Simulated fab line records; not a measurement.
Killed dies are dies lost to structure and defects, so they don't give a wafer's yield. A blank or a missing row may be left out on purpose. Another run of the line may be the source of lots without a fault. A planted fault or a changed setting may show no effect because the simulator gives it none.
Code-filled problem report in 8D (eight disciplines) form || flow sky130 || the parts of the form that need people (team, actions taken, sign-off) are left out

## 1. THE PROBLEM
At SKY_VIA2_ETCH_15, runLengthS averages 122.4 s over 6 wafers from 2 lots, while fault-free wafers read 112.4 s, standard deviation 0.37. Measured from the usual mean, that is +27 standard deviations.
The step: etches SiO2 in C4F8/O2/Ar, stops on TiN, target depth 546 nm, time 84 s.
Seen first at day 39 14:10 on rieDiel-03, wafer L129.2. The record holds 33 wafers of 11 lots with a number at this step. By rule, "out" or "out of limits" means more than 4 standard deviations away from the usual mean. All remaining wafers that have a number are taken as sound.

## 2. WHAT IT IS, WHAT IT ISN'T
{"question": "which readings at this step", "is": "runLengthS, oesProductAu", "is not": "-"}
{"question": "which lots", "is": "L129, L130", "is not": "L121, L122, L127, L133, L136, L138, L139, L140, L142"}
{"question": "which wafers of those lots", "is": "all that have a number", "is not": "-"}
{"question": "read on which tools", "is": "rieDiel-03", "is not": "rieDiel-01, rieDiel-04"}
{"question": "when", "is": "from day 39 14:10", "is not": "up to then (9 sound wafers); but 18 sound wafers of L133, L136, L138, L139, L140, L142 came after"}

## 3. THE SUSPECTS, EACH WITH WHAT RULES IT OUT
Counting: a tool at a process step up to the reading stays a suspect if it ran every lot that is out and no sound lot after the first of them.
- rieDiel-03 at SKY_VIA2_ETCH_15 (etches SiO2 in C4F8/O2/Ar, stops on TiN, target depth 546 nm, time 84 s): ruled out as a lasting fault. Following L129 (day 39 14:10), the first lot on it that is out, the sound lots L138, L140, L142 were run on it.
Left after counting: nothing in the record.

## 4. THE CAUSE (what the simulator had put in)
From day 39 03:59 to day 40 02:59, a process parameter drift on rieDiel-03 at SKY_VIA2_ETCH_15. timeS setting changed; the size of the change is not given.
Counting ruled it out, wrongly.

## 5. THE EFFECT CHAIN, in route order
Rows list readings where the struck wafers' mean (over those with a number) sits beyond 3 standard deviations from the usual. Readings are gone through only where the record gives a usual standard deviation; hours: the median, over the lots, of the time from a lot's start at the first step in this table giving one to that lot's start at this step; sigmas: the change measured in usual standard deviations.
{"hours": 0, "step": "SKY_VIA2_ETCH_15", "reading": "oesProductAu", "usual": "0.926 a.u.", "on struck wafers": 0.868, "change": -0.058, "sigmas": -12}
{"hours": 0, "step": "SKY_VIA2_ETCH_15", "reading": "runLengthS", "usual": "112.4 s", "on struck wafers": 122.4, "change": "+10.0", "sigmas": "+27"}
{"hours": 0, "step": "SKY_VIA2_STRIP_16", "reading": "stripTimeToEndpointS", "usual": "4.053 s", "on struck wafers": 3.898, "change": -0.155, "sigmas": -5.4}
It contains these process steps:
- SKY_VIA2_ETCH_15: etches SiO2 in C4F8/O2/Ar, stops on TiN, target depth 546 nm, time 84 s.
- SKY_VIA2_STRIP_16: strips in O2/N2.

## 6. WHAT WOULD HAVE CAUGHT IT SOONER
The fault began at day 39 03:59; the first out-of-limits reading in this record came at day 39 14:10, 10 hours later.
